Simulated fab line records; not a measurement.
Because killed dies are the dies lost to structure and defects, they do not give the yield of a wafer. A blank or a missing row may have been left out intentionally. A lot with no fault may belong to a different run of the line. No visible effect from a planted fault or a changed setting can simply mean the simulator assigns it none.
What tool caused it? :: flow gf180mcu :: 12 lots with 36 wafers sampled at 5 steps, on a route of 602 steps

WHAT THE GAUGES READ, wafer by wafer
GF_PSD_RS_MEAS_14: a four-point-probe measurement.
lot: L154
measured: day 14 00:57
on: film metro-01
NSD_RS (ohm/sq): 46.14 46.10 46.17

lot: L155
measured: day 14 15:04
on: film metro-03
NSD_RS (ohm/sq): 46.16 45.99 46.04

lot: L156
measured: day 14 23:22
on: film metro-03
NSD_RS (ohm/sq): 46.16 46.20 46.13

lot: L158
measured: day 15 16:59
on: film metro-03
NSD_RS (ohm/sq): 43.96 44.01 43.94 43.97 43.98 43.94

lot: L159
measured: day 15 22:16
on: film metro-01
NSD_RS (ohm/sq): 44.01 43.98 43.96 43.99 43.94 43.98

lot: L163
measured: day 17 06:07
on: film metro-04
NSD_RS (ohm/sq): 44.07 44.11 44.13 44.11 44.19 44.22

lot: L168
measured: day 19 09:19
on: film metro-01
NSD_RS (ohm/sq): 46.24 46.19 46.01

lot: L170
measured: day 19 20:28
on: film metro-04
NSD_RS (ohm/sq): 46.20 46.16 46.21

lot: L171
measured: day 20 06:43
on: film metro-01
NSD_RS (ohm/sq): 46.24 46.08 46.11

lot: L172
measured: day 20 13:14
on: film metro-04
NSD_RS (ohm/sq): 46.31 46.29 46.29

lot: L174
measured: day 21 01:53
on: film metro-03
NSD_RS (ohm/sq): 46.23 46.19 46.13

lot: L177
measured: day 22 06:17
on: film metro-04
NSD_RS (ohm/sq): 46.33 46.22 46.18

GF_M1_CD_MEAS_14: target cd 230 nm.
lot: L154
measured: day 16 19:50
on: cd sem-02
cd nm (nm): 230.2 231.7 230.7

lot: L155
measured: day 17 10:12
on: cd sem-02
cd nm (nm): 231.4 231.8 231.4

lot: L156
measured: day 17 20:16
on: cd sem-02
cd nm (nm): 229.6 228.2 229.6

lot: L158
measured: day 18 16:17
on: cd sem-02
cd nm (nm): 233.3 231.7 232.3

lot: L159
measured: day 18 22:34
on: cd sem-02
cd nm (nm): 229.0 229.9 230.3

lot: L163
measured: day 20 08:12
on: cd sem-02
cd nm (nm): 230.4 230.5 232.1

lot: L168
measured: day 22 11:55
on: cd sem-02
cd nm (nm): 229.9 229.1 229.2

lot: L170
measured: day 22 22:43
on: cd sem-01
cd nm (nm): 231.3 231.4 230.1

lot: L171
measured: day 23 08:53
on: cd sem-01
cd nm (nm): 230.0 229.7 232.3

lot: L172
measured: day 23 16:00
on: cd sem-01
cd nm (nm): 228.7 228.7 229.7

lot: L174
measured: day 24 04:24
on: cd sem-01
cd nm (nm): 229.9 231.0 230.7

lot: L177
measured: day 25 06:50
on: cd sem-02
cd nm (nm): 229.6 230.8 230.5

GF_V1_OVL_MEAS_15.
lot: L154
measured: day 17 20:11
on: overlay-02
V1_OVL (nm): -3 -3 3

lot: L155
measured: day 18 10:59
on: overlay-02
V1_OVL (nm): 4 7 -3

lot: L156
measured: day 18 21:46
on: overlay-01
V1_OVL (nm): 3 -20 2

lot: L158
measured: day 19 17:43
on: overlay-01
V1_OVL (nm): 0 -10 -3

lot: L159
measured: day 20 00:04
on: overlay-02
V1_OVL (nm): 6 0 2

lot: L163
measured: day 21 09:46
on: overlay-02
V1_OVL (nm): 3 7 12

lot: L168
measured: day 23 12:14
on: overlay-01
V1_OVL (nm): -1 -9 -4

lot: L170
measured: day 23 23:13
on: overlay-02
V1_OVL (nm): -1 9 1

lot: L171
measured: day 24 09:38
on: overlay-01
V1_OVL (nm): -2 0 -9

lot: L172
measured: day 24 16:50
on: overlay-01
V1_OVL (nm): 7 7 4

lot: L174
measured: day 25 04:21
on: overlay-01
V1_OVL (nm): -1 -2 -11

lot: L177
measured: day 26 05:58
on: overlay-01
V1_OVL (nm): 4 -6 2

WHAT TOOL EACH LOT RAN ON (gives the tool, then ch and the chambers of the sampled wafers, and finally the start)
lot: L154
GF_NSD_IMPLANT_09: implanter-04 ch 0, day 13 03:20
GF_NSD_STRIP_11: plasma asher-03 ch 0,1, day 13 03:35

lot: L155
GF_NSD_IMPLANT_09: implanter-03 ch 0, day 13 17:40
GF_NSD_STRIP_11: plasma asher-03 ch 0,1, day 13 17:55

lot: L156
GF_NSD_IMPLANT_09: implanter-04 ch 0, day 14 01:41
GF_NSD_STRIP_11: plasma asher-03 ch 0,1, day 14 01:57

lot: L158
GF_NSD_IMPLANT_09: implanter-04 ch 0, day 14 18:56
GF_NSD_STRIP_11: plasma asher-02 ch 0,1, day 14 19:33

lot: L159
GF_NSD_IMPLANT_09: implanter-02 ch 0, day 14 23:26
GF_NSD_STRIP_11: plasma asher-03 ch 0,1, day 15 00:02

lot: L163
GF_NSD_IMPLANT_09: implanter-04 ch 0, day 16 07:14
GF_NSD_STRIP_11: plasma asher-02 ch 0,1, day 16 08:04

lot: L168
GF_NSD_IMPLANT_09: implanter-02 ch 0, day 18 07:43
GF_NSD_STRIP_11: plasma asher-02 ch 0,1, day 18 07:59

lot: L170
GF_NSD_IMPLANT_09: implanter-03 ch 0, day 18 18:49
GF_NSD_STRIP_11: plasma asher-02 ch 0,1, day 18 19:06

lot: L171
GF_NSD_IMPLANT_09: implanter-04 ch 0, day 19 05:53
GF_NSD_STRIP_11: plasma asher-03 ch 0,1, day 19 06:10

lot: L172
GF_NSD_IMPLANT_09: implanter-04 ch 0, day 19 12:44
GF_NSD_STRIP_11: plasma asher-04 ch 0,1, day 19 12:59

lot: L174
GF_NSD_IMPLANT_09: implanter-04 ch 0, day 20 01:23
GF_NSD_STRIP_11: plasma asher-03 ch 0,1, day 20 01:41

lot: L177
GF_NSD_IMPLANT_09: implanter-02 ch 0, day 21 05:30
GF_NSD_STRIP_11: plasma asher-04 ch 0,1, day 21 05:48
- GF_NSD_IMPLANT_09
- GF_NSD_STRIP_11: strips in O2/N2.

AS READ BY THE TOOLS THEMSELVES (means over the sampled wafers that have a number; for cases with no such wafer, the mark the record gives instead)
GF_NSD_STRIP_11.
lot: L154
tool: plasma asher-03
drypump motor current A (A): 5.70
heater power w (W): 330
n2 flow sccm (sccm): 299.4
oes product au (a.u.): 0.486
strip time to endpoint s (s): 22.94

lot: L155
tool: plasma asher-03
drypump motor current A (A): 5.73
heater power w (W): 325
n2 flow sccm (sccm): 299.9
oes product au (a.u.): 0.489
strip time to endpoint s (s): 22.97

lot: L156
tool: plasma asher-03
drypump motor current A (A): 5.59
heater power w (W): 319
n2 flow sccm (sccm): 299.6
oes product au (a.u.): 0.485
strip time to endpoint s (s): 22.97

lot: L158
tool: plasma asher-02
drypump motor current A (A): 6.11
heater power w (W): 349
n2 flow sccm (sccm): 300.4
oes product au (a.u.): 0.476
strip time to endpoint s (s): 24.10

lot: L159
tool: plasma asher-03
drypump motor current A (A): 5.71
heater power w (W): 330
n2 flow sccm (sccm): 300.1
oes product au (a.u.): 0.473
strip time to endpoint s (s): 24.10

lot: L163
tool: plasma asher-02
drypump motor current A (A): 6.02
heater power w (W): 333
n2 flow sccm (sccm): 300.9
oes product au (a.u.): 0.475
strip time to endpoint s (s): 24.05

lot: L168
tool: plasma asher-02
drypump motor current A (A): 6.10
heater power w (W): 352
n2 flow sccm (sccm): 300.4
oes product au (a.u.): 0.489
strip time to endpoint s (s): 22.91

lot: L170
tool: plasma asher-02
drypump motor current A (A): 6.13
heater power w (W): 355
n2 flow sccm (sccm): 299.4
oes product au (a.u.): 0.484
strip time to endpoint s (s): 23.05

lot: L171
tool: plasma asher-03
drypump motor current A (A): 5.71
heater power w (W): 319
n2 flow sccm (sccm): 300.2
oes product au (a.u.): 0.484
strip time to endpoint s (s): 22.95

lot: L172
tool: plasma asher-04
drypump motor current A (A): 6.05
heater power w (W): 367
n2 flow sccm (sccm): 300.0
oes product au (a.u.): 0.489
strip time to endpoint s (s): 23.03

lot: L174
tool: plasma asher-03
drypump motor current A (A): 5.57
heater power w (W): 321
n2 flow sccm (sccm): 300.2
oes product au (a.u.): 0.491
strip time to endpoint s (s): 22.96

lot: L177
tool: plasma asher-04
drypump motor current A (A): 6.06
heater power w (W): 373
n2 flow sccm (sccm): 299.9
oes product au (a.u.): 0.489
strip time to endpoint s (s): 22.93

THE ANSWER, worked out from the rows above alone
Rule: what is usual is taken from the lots themselves. The widest of any qualifying gaps counts: lots, ordered by their means at a reading, are off when they make up no more than a third of the lots, leave a main group of 4 or more, and stand apart from it by 3 or more times the standard deviation of that group's means. A main group is skipped when, at the precision printed for the reading in the tables above, its means are all equal. Also off: a lot with no number at a reading for which 4 or more lots have one. The other lots that the step has rows for count as sound. After the gauges, taken in route order, come the tools' own readings; for these a lot's mean is taken, as printed above. At the first step where some lot is off, the reading lying furthest off is the one used; lots without a number count as furthest.
Off: L158, L159, L163, at GF_PSD_RS_MEAS_14 (NSD_RS). The main group has a mean of 46.17 ohm/sq with a standard deviation of 0.063.
If a tool, at a process step before that reading, ran all the lots that are off and no sound lot after the first of them, it fits. Not tried: the gauges at GF_PSD_RS_MEAS_14; whatever is off there is also off at GF_NSD_STRIP_11, on other tools, and gauge error can't account for it. Not one of the candidates tried fits.

WHAT HAD BEEN PUT IN BY THE SIMULATOR
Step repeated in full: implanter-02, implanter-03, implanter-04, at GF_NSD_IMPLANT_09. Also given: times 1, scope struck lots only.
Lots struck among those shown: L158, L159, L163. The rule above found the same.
